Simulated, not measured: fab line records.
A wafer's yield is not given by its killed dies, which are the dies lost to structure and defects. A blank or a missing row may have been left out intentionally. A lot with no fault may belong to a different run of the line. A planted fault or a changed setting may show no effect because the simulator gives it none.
Which tool did it?    flow gf180mcu    Sampling: 7 lots, 21 wafers, 2 of 602 route steps

WHAT THE GAUGES SHOWED, per wafer
GF_HV_LDD_TW_MEAS_23.
lot   measured      on             HV_LDD_2_TW
L705  day 10 21:52  film metro-03  1056 1049 1052
L707  day 11 10:54  film metro-03  1057 1062 1061
L713  day 13 16:58  film metro-04  1061 1055 1060
L716  day 14 18:11  film metro-03  1098 1098 1098
L723  day 17 01:43  film metro-03  1055 1052 1050
L725  day 17 12:56  film metro-03  1056 1048 1054
L726  day 18 01:28  film metro-03  1050 1047 1047

WHAT TOOL EACH LOT RAN ON (gives the tool, then ch and the chambers of the sampled wafers, and finally the start)
lot   GF_HV_LDD_IMPLANT_21
L705  implanter-02 ch 0, day 10 21:37
L707  implanter-04 ch 0, day 11 10:39
L713  implanter-02 ch 0, day 13 16:43
L716  implanter-04 ch 0, day 14 17:56
L723  implanter-02 ch 0, day 17 01:30
L725  implanter-04 ch 0, day 17 12:43
L726  implanter-02 ch 0, day 18 01:15
- GF_HV_LDD_IMPLANT_21

THE ANSWER, worked out from the rows above alone
Rule: what is usual is taken from the lots themselves. The widest of any qualifying gaps counts: lots, ordered by their means at a reading, are off when they make up no more than a third of the lots, leave a main group of 4 or more, and stand apart from it by 3 or more times the standard deviation of that group's means. The tables above print the reading to a certain number of digits; a main group whose means all agree to those digits is not used. Also off: a lot with no number at a reading for which 4 or more lots have one. All remaining lots with rows at the step are treated as sound.
Off: L716, at GF_HV_LDD_TW_MEAS_23 (HV_LDD_2_TW). For the main group the mean is 1054 and the standard deviation 4.1.
If a tool, at a process step before that reading, ran all the lots that are off and no sound lot after the first of them, it fits. Those tools and the gauges at GF_HV_LDD_TW_MEAS_23 are tried in the same way. None of those tried fits.

WHAT THE SIMULATOR HAD INSERTED
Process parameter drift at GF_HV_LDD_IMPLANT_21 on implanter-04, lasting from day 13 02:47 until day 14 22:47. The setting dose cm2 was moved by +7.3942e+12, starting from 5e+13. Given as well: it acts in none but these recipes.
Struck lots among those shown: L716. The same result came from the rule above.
